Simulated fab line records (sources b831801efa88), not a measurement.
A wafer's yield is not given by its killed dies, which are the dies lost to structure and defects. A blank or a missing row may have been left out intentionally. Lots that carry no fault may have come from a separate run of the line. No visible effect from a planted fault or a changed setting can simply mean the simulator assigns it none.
A single fault, viewed from 2 desks | flow sky130 | each desk has only its own numbers; what lay behind them comes last

== FROM THE METROLOGY DESK ==
What the gauges read, lot by lot, whatever tool the lot ran on: means of the sampled wafers that have a number. Marked OUT: a lot whose mean sits more than 4 standard deviations from the usual mean, which makes it out of limits; the brackets give that distance.
Columns: A = VIA4_OVL at SKY_VIA4_OVL_MEAS_11, usual 0.7 nm
lot  | first seen here | A
L977 | day 43 18:14    | 1.5
L978 | day 44 03:56    | -1.8
L983 | day 45 16:32    | -0.7
L992 | day 47 21:04    | 0.6
L997 | day 48 15:41    | 0.7
This desk's verdict: no lot among the 5 shows anything out of limits.

== THE TOOL OWNER'S DESK: pvdSputter-04 ==
The tool's own readings at SKY_VIA4_SPUTTER_17 (material TiN, target thk 20 nm, time 80 s): means of the sampled wafers that have a number, for each lot that ran on this tool. Marked OUT: a lot whose mean sits more than 4 standard deviations from the usual mean, which makes it out of limits; the brackets give that distance.
Columns: A = throttleValvePct at SKY_VIA4_SPUTTER_17, usual 29.6 %
lot  | first seen here | A
L977 | day 43 18:58    | 28.6
L983 | day 45 17:16    | 29.2
This desk's verdict: no lot among the 2 shows anything out of limits.

== PUT TOGETHER ==
Metrology desk: nothing out of limits seen.
Nothing out of limits was seen by the tool owner's desk.

== WHAT HAD BEEN PUT IN BY THE SIMULATOR ==
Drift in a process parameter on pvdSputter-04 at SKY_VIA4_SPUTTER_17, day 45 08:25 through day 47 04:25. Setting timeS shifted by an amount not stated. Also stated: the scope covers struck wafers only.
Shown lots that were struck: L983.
